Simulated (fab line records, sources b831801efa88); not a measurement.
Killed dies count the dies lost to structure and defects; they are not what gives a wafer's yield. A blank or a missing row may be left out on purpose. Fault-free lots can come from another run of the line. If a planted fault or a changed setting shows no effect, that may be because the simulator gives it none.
Problem report in the 8D (eight disciplines) form, filled by code / flow sky130 / the parts of the form that need people (team, actions taken, sign-off) are left out

## 1. WHAT WENT WRONG
At SKY_LDD_P_COAT_02, spin-speed-rpm averages 3131.0 rpm over 6 wafers from 2 lots, while fault-free wafers read 2999.8 rpm, standard deviation 2.2. Relative to the usual mean, that is a shift of +60 standard deviations.
The step: resist thk 1140 nm.
Earliest sighting: wafer L528.2 on litho-track-02 at day 21 12:24. Wafers with a number at this step in the record: 36, from 12 lots. By rule, "out" or "out of limits" means more than 4 standard deviations away from the usual mean. The rest of the wafers with a number are treated as sound.

## 2. WHAT IT IS AND WHAT IT IS NOT
question=which readings at this step | is=spin-speed-rpm | is not=-
question=which lots | is=L528, L530 | is not=L521, L522, L523, L525, L535, L537, L539, L540, L541, L542
question=which wafers of those lots | is=all that have a number | is not=-
question=read on which tools | is=litho-track-02 | is not=litho-track-01, litho-track-03
question=when | is=from day 21 12:24 | is not=up to then (12 sound wafers); but 18 sound wafers of L535, L537, L539, L540, L541, L542 came after

## 3. WHAT RULES OUT EACH SUSPECT
Counting: any tool at a process step up to the reading is kept as a suspect provided that every lot that is out went through it and no sound lot did after the first of them.
- litho-track-02 at SKY_LDD_P_COAT_02 (resist thk 1140 nm): ruled out as a lasting fault. The sound lots L540, L541 went through it after L528, its earliest lot that is out (day 21 12:24).
Left after counting: nothing in the record.

## 4. THE CAUSE (what the simulator had put in)
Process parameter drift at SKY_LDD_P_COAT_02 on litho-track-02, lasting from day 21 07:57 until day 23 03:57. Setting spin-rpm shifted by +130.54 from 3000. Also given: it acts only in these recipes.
Counting ruled it out, wrongly.

## 5. THE EFFECT CHAIN, in route order
One row per reading whose mean, taken over the struck wafers that have a number, lies over 3 standard deviations from the usual. Readings are gone through only where the record gives a usual standard deviation; hours: the median, over the lots, of the time from a lot's start at the first step in this table giving one to that lot's start at this step; sigmas: the change measured in usual standard deviations.
hours=0; step=SKY_LDD_P_COAT_02; reading=spin-speed-rpm; usual=2999.8 rpm; on struck wafers=3131.0; change=+131.2; sigmas=+60
hours=15; step=SKY_LDD_P_STRIP_10; reading=strip-time-to-endpoint-s; usual=14.17 s; on struck wafers=13.88; change=-0.29; sigmas=-7.5
The process steps in it:
- SKY_LDD_P_COAT_02: resist thk 1140 nm.
- SKY_LDD_P_STRIP_10: strips in O2/N2.

## 6. HOW IT WOULD HAVE BEEN CAUGHT EARLIER
The fault began at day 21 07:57; the first out-of-limits reading in this record came at day 21 12:24, 4 hours later.
